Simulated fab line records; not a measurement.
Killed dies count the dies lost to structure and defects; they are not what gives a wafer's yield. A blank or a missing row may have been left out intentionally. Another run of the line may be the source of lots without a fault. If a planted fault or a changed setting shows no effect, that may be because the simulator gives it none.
A single fault, viewed from 2 desks    flow gf180mcu    every desk sees just its own numbers, and what lay behind them comes last

THE METROLOGY DESK
What the gauges read for every lot (on any tool): the sampled wafers with a number, averaged. The brackets show how far a lot's mean lies from the usual mean; more than 4 standard deviations puts the lot out of limits, marked OUT.
Columns: A = VT_IMPLANT_OVL at GF_VT_IMPLANT_OVL_MEAS_07, usual -0.8 nm
lot   first seen here  A
L467  day 5 21:47      0.2
L468  day 6 01:55      -0.4
L471  day 6 16:29      -1.0
L470  day 6 17:07      -1.3
L472  day 7 06:34      0.1
L474  day 7 19:37      -2.7
L475  day 7 20:34      0.1
L477  day 8 07:08      -0.5
L476  day 8 07:47      -2.5
L478  day 8 19:46      -0.9
L479  day 9 06:16      -0.3
L483  day 10 01:58     -1.2
L485  day 10 08:10     -0.5
L489  day 11 04:31     0.3
Finding of this desk: none of the 14 lots has anything out of limits.

FOR THE TOOL OWNER'S DESK: rie si-01
The tool's own readings at GF_STI_ETCH_14 (etches Si in HBr/Cl2/O2, target depth 360 nm, time 102.9 s): means of the sampled wafers that have a number, for each lot that ran on this tool. The brackets show how far a lot's mean lies from the usual mean; more than 4 standard deviations puts the lot out of limits, marked OUT.
Columns: A = chamber pressure mTorr at GF_STI_ETCH_14, usual 15.000 mTorr; B = drypump motor current A at GF_STI_ETCH_14, usual 5.9 A; C = oes product au at GF_STI_ETCH_14, usual 0.995 a.u.; D = run length s at GF_STI_ETCH_14, usual 131.0 s; E = throttle valve pct at GF_STI_ETCH_14, usual 25.659 %
lot   first seen here  A       B    C      D                 E
L468  day 2 10:52      14.999  5.6  1.004  131.2             25.658
L471  day 2 21:56      14.994  6.2  0.989  131.0             25.658
L477  day 4 05:59      15.002  5.8  0.996  131.2             25.651
L479  day 4 17:43      15.012  5.7  0.992  131.1             25.666
L483  day 5 15:20      15.011  5.8  0.998  126.9 (-9.7) OUT  25.662
L485  day 6 00:41      15.000  5.5  0.996  125.2 (-14) OUT   25.657
This desk's verdict: out of limits on L483, L485, starting with L483 at day 5 15:20 (run length s at GF_STI_ETCH_14). In limits: L468, L471, L477, L479.

TAKEN TOGETHER
An alarm could have come from the tool owner's desk at day 5 15:20, on L483, L485.
Metrology desk: nothing out of limits seen.
The metrology desk has L483, L485 on record, within its limits.
On rie si-01, each named lot ran GF_STI_ETCH_14.

WHAT WAS PUT IN BY THE SIMULATOR
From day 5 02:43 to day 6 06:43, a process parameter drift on rie si-01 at GF_STI_ETCH_14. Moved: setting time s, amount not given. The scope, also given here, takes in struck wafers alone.
Shown lots that were struck: L483, L485.
Time in hours from fault onset to the first out-of-limits reading at each desk: the tool owner's desk, 13.
